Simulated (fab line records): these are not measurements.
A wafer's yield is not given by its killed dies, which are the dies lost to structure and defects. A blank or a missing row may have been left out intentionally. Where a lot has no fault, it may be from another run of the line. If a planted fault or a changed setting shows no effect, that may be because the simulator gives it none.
Struck lot and sound lot, side by side / flow sky130 / 16 steps out of a route of 708
Sound: these wafers, L183.3, L183.5, L183.6. The struck wafers were L177.1, L177.3, L177.5. At the end, the cause is stated.
Each step with rows lists, per side, the tool, then ch with its chambers, then its first start. Under that, the readings that differ: sound wafers / struck wafers / difference of the means / sigmas: that difference in standard deviations of wafers without a fault.
alike: same words and numbers on both sides, and readings whose means sit less than 2 such deviations apart. not compared: any withheld reading, any reading some wafer has no value for, any bound like >300 that may hide the same value, and any number with overlapping values for which the record gives no deviation.
Wherever a step has rows on one side only, a row that says differs or no value, or a row with sigmas, the two part there. When numbers do not overlap yet have no deviation, they are printed without sigmas and do not part them. A reading that every wafer of one side lacks parts them only if that side has two wafers or more.

SKY_VIA1_CMP_02: polishes SiO2.
  sound on cmp-01 ch 2,3, day 39 13:55; struck on cmp-01 ch 1,2,3, day 38 01:17
  alike: motor current A
SKY_VIA1_BOW_MEAS_03:
  sound on film metro-01 at day 39 14:12; struck on film metro-01 at day 38 01:32
  alike: VIA1_BOW
then, 8 steps without rows for these wafers: SKY_VIA1_DEHYDRATE_04 (time 60 s); SKY_VIA1_HMDS_05 (prime time 60 s); SKY_VIA1_COAT_06 (resist thk 60 nm); SKY_VIA1_COAT_07 (resist thk 450 nm); SKY_VIA1_SOFTBAKE_08 (time 90 s); SKY_VIA1_EXPOSE_09 (exposes mask VIM, target cd 150 nm); SKY_VIA1_PEB_10; SKY_VIA1_DEVELOP_11 (develop time 60 s).
SKY_VIA1_CD_MEAS_12: the cd target is 150 nm.
  sound on cd sem-01 at day 40 14:57; struck on cd sem-02 at day 39 02:47
  alike: cd nm
SKY_VIA1_OVL_MEAS_13:
  sound on overlay-02 at day 40 15:02; struck on overlay-02 at day 39 02:54
  alike: VIA1_OVL
SKY_VIA1_ETCH_14: etches BARC in N2/H2, stops on SiO2, time 45.9 s, target depth 60 nm.
  sound on rie diel-03 ch 0,1,3, day 40 15:04; struck on rie diel-03 ch 0,1,2, day 39 02:56
  no value came back on the struck wafers for any of 5 readings (bias w (W), chamber pressure mTorr (mTorr) and others); on the sound wafers bias w (W) reads 100.55 99.86 99.99
reading=model.KrF-thick_of_VIA1_COAT_07.thk nm (nm); sound=390.6 392.6 391.5; struck=432.2 433 434; difference=+41.5; sigmas=
  not compared: rf hours counter h
SKY_VIA1_ETCH_15: etches SiO2 in C4F8/O2/Ar, stops on TiN, target depth 351 nm, time 54 s.
  sound on rie diel-03 ch 0,1,3, day 40 15:07; struck on rie diel-03 ch 0,1,2, day 39 02:59
reading=oes product au (a.u.); sound=0.981 0.983 0.978; struck=0.372 0.365 0.375; difference=-0.610; sigmas=-99 or more
reading=model.KrF-thick_of_VIA1_COAT_07.thk nm (nm); sound=320.4 322.2 320.8; struck=362.6 361.9 364.2; difference=+41.8; sigmas=
  alike: bias w, chamber pressure mTorr
  not compared: rf hours counter h
SKY_VIA1_STRIP_16: strips in O2/N2.
  sound on plasma asher-04 ch 0,1, day 40 15:11; struck on plasma asher-03 ch 0,1, day 39 03:02
reading=oes product au (a.u.); sound=0.411 0.413 0.417; struck=0.426 0.436 0.429; difference=+0.017; sigmas=+3
reading=strip time to endpoint s (s); sound=4.448 4.455 4.437; struck=4.872 4.871 4.904; difference=+0.436; sigmas=+17
  alike: drypump motor current A, o2 flow sccm
  not compared: rf hours counter h
then, 1 step without rows for these wafers: SKY_VIA1_STRIP_17 (strips in post etch residue remover, time 1200 s).

## WHERE THEY PART
At SKY_VIA1_ETCH_14 first; at SKY_VIA1_STRIP_16 last (within this record only).

WHY: what had been put in by the simulator
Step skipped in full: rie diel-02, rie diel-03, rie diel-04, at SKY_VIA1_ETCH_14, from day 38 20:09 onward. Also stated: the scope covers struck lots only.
